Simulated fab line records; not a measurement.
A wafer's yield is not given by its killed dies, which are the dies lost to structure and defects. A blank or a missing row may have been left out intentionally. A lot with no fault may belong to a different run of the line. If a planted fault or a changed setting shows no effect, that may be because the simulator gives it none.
A struck lot beside a sound one + flow sky130 + 12 out of 708 route steps
Sound: these wafers, L695.1, L695.2, L695.3. The struck wafers were L701.2, L701.3, L701.6. Last of all comes the cause.
Per side, at each step with rows, come the tool, then ch with its chambers, and then its first start. Under that, the readings that differ: sound wafers + struck wafers + difference of the means + sigmas: that difference in standard deviations of wafers without a fault.
alike: same words and numbers on both sides, and readings whose means sit less than 2 such deviations apart. not compared: any withheld reading, any reading some wafer has no value for, any bound like >300 that may hide the same value, and any number with overlapping values for which the record gives no deviation.
The two part at a step that has a row with sigmas, a row that says differs or no value, or rows on one side only. Non-overlapping numbers with no deviation appear without sigmas and do not part them. Lack of a reading on every wafer of one side parts them only where that side has two or more wafers.

SKY_FIELD_ISO_BOW_MEAS_00:
  struck on film_metro-04, day 4 13:01; sound on film_metro-04, day 3 07:00
  alike: INCOMING_BOW
then, 1 step without rows for these wafers: SKY_FIELD_ISO_OXIDATION_01 (stabilise 600 s, purge 300 s, target thk 12 nm).
SKY_FIELD_ISO_THK_MEAS_02:
  struck on film_metro-04, day 4 14:38; sound on film_metro-04, day 3 11:15
  alike: FIELD_ISO_OXIDATION_00_THK
then, 1 step without rows for these wafers: SKY_FIELD_ISO_CVD_03 (deposits Si3N4 from DCS/NH3, target thk 165 nm, time 2830 s).
SKY_FIELD_ISO_THK_MEAS_04:
  struck on film_metro-04, day 4 16:29; sound on film_metro-03, day 3 13:05
| reading                   | sound             | struck            | difference | sigmas |
|---------------------------|-------------------|-------------------|------------|--------|
| FIELD_ISO_CVD_03_THK (nm) | 163.8 164.8 162.8 | 166.9 167.7 166.4 | +3.2       | +2     |
then, 5 steps without rows for these wafers: SKY_FIELD_ISO_DEHYDRATE_05 (time 60 s); SKY_FIELD_ISO_HMDS_06 (prime time 60 s); SKY_FIELD_ISO_COAT_07 (resist thk 60 nm); SKY_FIELD_ISO_COAT_08 (resist thk 450 nm); SKY_FIELD_ISO_SOFTBAKE_09 (time 90 s).
SKY_FIELD_ISO_EXPOSE_10: exposes mask FOM, target cd 150 nm.
  struck on krf_scanner-02, day 5 01:26; sound on krf_scanner-01 ch 0, day 3 20:54
  no value came back on the struck wafers for exposure_dose_mJ_cm2, focus_offset_nm (nm), reticle_temp_C (C), sigma_outer; on the sound wafers exposure_dose_mJ_cm2 reads 28.00 28.01 27.96
  alike: mask
next, for these wafers, 1 step has no rows: SKY_FIELD_ISO_PEB_11.

== WHERE THEY PART ==
At SKY_FIELD_ISO_THK_MEAS_04 first; at SKY_FIELD_ISO_EXPOSE_10 last (within this record only).

WHY: the cause the simulator had injected
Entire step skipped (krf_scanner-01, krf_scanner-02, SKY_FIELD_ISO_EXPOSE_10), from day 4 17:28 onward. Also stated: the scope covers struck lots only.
